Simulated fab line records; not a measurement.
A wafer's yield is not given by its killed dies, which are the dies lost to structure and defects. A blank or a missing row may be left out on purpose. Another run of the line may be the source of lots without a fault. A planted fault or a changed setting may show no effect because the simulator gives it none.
What tool caused it? || flow sky130 || Sampling: 14 lots, 42 wafers, 2 of 708 route steps

== WHAT THE GAUGES SHOWED, per wafer ==
SKY_VIA3_THK_MEAS_23: measures by xrf.
{"lot": "L654", "measured": "day 40 02:50", "on": "film-metro-04", "VIA3_W_THK (nm)": "406 403 411"}
{"lot": "L657", "measured": "day 40 17:55", "on": "film-metro-02", "VIA3_W_THK (nm)": "413 410 400"}
{"lot": "L659", "measured": "day 41 01:43", "on": "film-metro-02", "VIA3_W_THK (nm)": "408 407 407"}
{"lot": "L660", "measured": "day 41 23:46", "on": "film-metro-04", "VIA3_W_THK (nm)": "409 414 405"}
{"lot": "L662", "measured": "day 42 01:18", "on": "film-metro-03", "VIA3_W_THK (nm)": "399 406 407"}
{"lot": "L661", "measured": "day 42 01:35", "on": "film-metro-04", "VIA3_W_THK (nm)": "400 400 405"}
{"lot": "L663", "measured": "day 42 14:21", "on": "film-metro-02", "VIA3_W_THK (nm)": "408 408 411"}
{"lot": "L665", "measured": "day 42 21:57", "on": "film-metro-02", "VIA3_W_THK (nm)": "413 408 404"}
{"lot": "L664", "measured": "day 42 23:41", "on": "film-metro-04", "VIA3_W_THK (nm)": "411 408 407"}
{"lot": "L666", "measured": "day 43 02:10", "on": "film-metro-04", "VIA3_W_THK (nm)": "402 408 401"}
{"lot": "L667", "measured": "day 43 18:08", "on": "film-metro-03", "VIA3_W_THK (nm)": "404 407 402"}
{"lot": "L668", "measured": "day 43 19:08", "on": "film-metro-02", "VIA3_W_THK (nm)": "408 414 411"}
{"lot": "L675", "measured": "day 45 14:24", "on": "film-metro-03", "VIA3_W_THK (nm)": "393 393 402"}
{"lot": "L676", "measured": "day 45 19:52", "on": "film-metro-02", "VIA3_W_THK (nm)": "412 405 395"}

== TOOL THAT RAN EACH LOT (tool first, then ch and the chambers of the sampled wafers, then the start) ==
{"lot": "L654", "SKY_VIA3_CVD_21": "cvd-w-02 ch 0,1, day 40 02:35"}
{"lot": "L657", "SKY_VIA3_CVD_21": "cvd-w-02 ch 0,1, day 40 17:40"}
{"lot": "L659", "SKY_VIA3_CVD_21": "cvd-w-02 ch 0,1, day 41 01:29"}
{"lot": "L660", "SKY_VIA3_CVD_21": "cvd-w-01 ch 0,1, day 41 23:32"}
{"lot": "L662", "SKY_VIA3_CVD_21": "cvd-w-01 ch 0,1, day 42 01:05"}
{"lot": "L661", "SKY_VIA3_CVD_21": "cvd-w-02 ch 0, day 42 01:21"}
{"lot": "L663", "SKY_VIA3_CVD_21": "cvd-w-01 ch 0,1, day 42 14:08"}
{"lot": "L665", "SKY_VIA3_CVD_21": "cvd-w-02 ch 0,1, day 42 21:42"}
{"lot": "L664", "SKY_VIA3_CVD_21": "cvd-w-01 ch 0,1, day 42 23:27"}
{"lot": "L666", "SKY_VIA3_CVD_21": "cvd-w-02 ch 0,1, day 43 01:56"}
{"lot": "L667", "SKY_VIA3_CVD_21": "cvd-w-02 ch 0,1, day 43 17:54"}
{"lot": "L668", "SKY_VIA3_CVD_21": "cvd-w-01 ch 0,1, day 43 18:55"}
{"lot": "L675", "SKY_VIA3_CVD_21": "cvd-w-02 ch 0,1, day 45 14:08"}
{"lot": "L676", "SKY_VIA3_CVD_21": "cvd-w-02 ch 0,1, day 45 19:39"}
- SKY_VIA3_CVD_21: deposits W, target thk 390 nm, time 117.31 s.

== AS READ BY THE TOOLS THEMSELVES (means over the sampled wafers that have a number; for cases with no such wafer, the mark the record gives instead) ==
SKY_VIA3_CVD_21.
{"lot": "L654", "tool": "cvd-w-02", "heater-power-w (W)": 777}
{"lot": "L657", "tool": "cvd-w-02", "heater-power-w (W)": 848}
{"lot": "L659", "tool": "cvd-w-02", "heater-power-w (W)": 776}
{"lot": "L660", "tool": "cvd-w-01", "heater-power-w (W)": 915}
{"lot": "L662", "tool": "cvd-w-01", "heater-power-w (W)": 849}
{"lot": "L661", "tool": "cvd-w-02", "heater-power-w (W)": 697}
{"lot": "L663", "tool": "cvd-w-01", "heater-power-w (W)": 849}
{"lot": "L665", "tool": "cvd-w-02", "heater-power-w (W)": 848}
{"lot": "L664", "tool": "cvd-w-01", "heater-power-w (W)": 844}
{"lot": "L666", "tool": "cvd-w-02", "heater-power-w (W)": 780}
{"lot": "L667", "tool": "cvd-w-02", "heater-power-w (W)": 870}
{"lot": "L668", "tool": "cvd-w-01", "heater-power-w (W)": 910}
{"lot": "L675", "tool": "cvd-w-02", "heater-power-w (W)": 790}
{"lot": "L676", "tool": "cvd-w-02", "heater-power-w (W)": 790}

== THE ANSWER, worked out from the rows above alone ==
Rule: what is usual is taken from the lots themselves. The widest of any qualifying gaps counts: lots, ordered by their means at a reading, are off when they make up no more than a third of the lots, leave a main group of 4 or more, and stand apart from it by 3 or more times the standard deviation of that group's means. If all means in a main group match to the digits the tables above print for the reading, that group is not used. Also off: a lot with no number at a reading for which 4 or more lots have one. Any other lot the step has rows for is counted as sound. The gauges are gone through in route order, then the tools' own readings, and for those a lot's mean is taken as printed above. At the first step where some lot is off, the reading lying furthest off is the one used; lots without a number count as furthest.
No lot is off on any of the readings shown, so nothing can be concluded from this.

== WHAT WAS PUT IN BY THE SIMULATOR ==
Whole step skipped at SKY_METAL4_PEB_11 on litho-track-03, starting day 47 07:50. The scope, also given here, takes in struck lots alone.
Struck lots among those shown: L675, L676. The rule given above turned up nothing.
